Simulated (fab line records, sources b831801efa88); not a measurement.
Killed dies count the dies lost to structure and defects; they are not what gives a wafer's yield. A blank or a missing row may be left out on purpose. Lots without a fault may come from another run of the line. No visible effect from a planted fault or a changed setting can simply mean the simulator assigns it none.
Code-filled problem report in 8D (eight disciplines) form -- flow sky130 -- the parts of the form that need people (team, actions taken, sign-off) are left out

== 1. THE PROBLEM ==
On 2 wafers of 1 lot, oes_product_au at SKY_VIA4_ETCH_12 has a mean of 0.972 a.u.; fault-free wafers read 0.925 a.u., standard deviation 0.0047. Relative to the usual mean, that is a shift of +10 standard deviations.
The step: etches SiO2 in C4F8/O2/Ar, stops on TiN, target depth 580 nm.
First seen on wafer L293.1, day 45 16:34, on rie_diel-03. Wafers with a number at this step in the record: 39, from 13 lots. The rule behind "out" and "out of limits": a value lying over 4 standard deviations away from the usual mean. The other wafers with a number count as sound.

== 2. WHAT THIS IS AND IS NOT ==
question,is,is not
which readings at this step,oes_product_au,-
which lots,L293,"L282, L283, L284, L286, L287, L288, L289, L290, L291, L292, L302, L304"
which wafers of those lots,"L293.1, L293.6",L293.2
read on which tools,rie_diel-03,"rie_diel-02, rie_diel-04"
when,from day 45 16:34,"up to then (31 sound wafers); but 6 sound wafers of L302, L304 came after"

== 3. SUSPECTS, AND WHAT RULES EACH OUT ==
Counting: any tool at a process step up to the reading remains a suspect provided it ran every lot that is out. Sound lots after the first of them don't rule it out here, since some wafers of a struck lot are sound.
- rie_metal-03 at SKY_METAL4_DESCUM_15 (chemistry O2, time 8 s): kept. It ran the lot that is out, L293 (day 44 17:53); its last sound lot up to then is L292 (day 44 16:57).
- cmp-01 at SKY_VIA4_CMP_02 (polishes SiO2): kept. It ran the lot that is out, L293 (day 44 19:02); its last sound lot up to then is L292 (day 44 18:06).
- rie_diel-03 at SKY_VIA4_ETCH_12 (etches SiO2 in C4F8/O2/Ar, stops on TiN, target depth 580 nm): kept. It ran the lot that is out, L293 (day 45 16:34); its last sound lot up to then is L291 (day 45 07:28). Its own oes_product_au readings are out on those wafers.
- The sound lot-mates ran in chamber 0 of cmp-01 at SKY_VIA4_CMP_02, but the wafers that are out ran in chamber 1.
- Within rie_diel-03 at SKY_VIA4_ETCH_12: the wafers that are out ran in chambers 2, 3; their sound lot-mates ran in chamber 0.
Left after counting: rie_metal-03 at SKY_METAL4_DESCUM_15, cmp-01 at SKY_VIA4_CMP_02, rie_diel-03 at SKY_VIA4_ETCH_12.

== 4. THE CAUSE (what the simulator had put in) ==
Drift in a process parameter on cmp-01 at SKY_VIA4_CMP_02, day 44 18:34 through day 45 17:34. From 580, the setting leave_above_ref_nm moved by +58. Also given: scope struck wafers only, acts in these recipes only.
Of the 3 suspects that counting leaves, this tool is one.

== 5. SEQUENCE OF EFFECTS, ordered by route ==
Each row: a reading where the mean over the struck wafers with a number is more than 3 standard deviations away from the usual. Readings are gone through only where the record gives a usual standard deviation; hours: the median, over the lots, of the time from a lot's start at the first step in this table giving one to that lot's start at this step; sigmas: the change measured in usual standard deviations.
hours,step,reading,usual,on struck wafers,change,sigmas
0,SKY_VIA4_ETCH_12,oes_product_au,0.925 a.u.,0.972,+0.047,+10
Here are the process steps it includes:
- SKY_VIA4_ETCH_12: etches SiO2 in C4F8/O2/Ar, stops on TiN, target depth 580 nm.
Later steps that measure or inspect, where all struck wafers having a row at the step show a number for every such reading and not one has moved that far: SKY_VIA4_THK_MEAS_20.

== 6. WHAT WOULD HAVE CAUGHT IT SOONER ==
In this record the first reading out of limits was taken at day 45 16:34, 22 hours after the fault began at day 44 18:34.
No tool reading at SKY_VIA4_CMP_02 that has a usual standard deviation in the record was out on any struck wafer, so an alarm limit of 4 standard deviations on those readings would not have fired.
By day 45 16:34 the whole set of lots that are out, 1 in number, had already begun SKY_VIA4_CMP_02 on cmp-01. A hold on the tool at that time would have spared none of them.
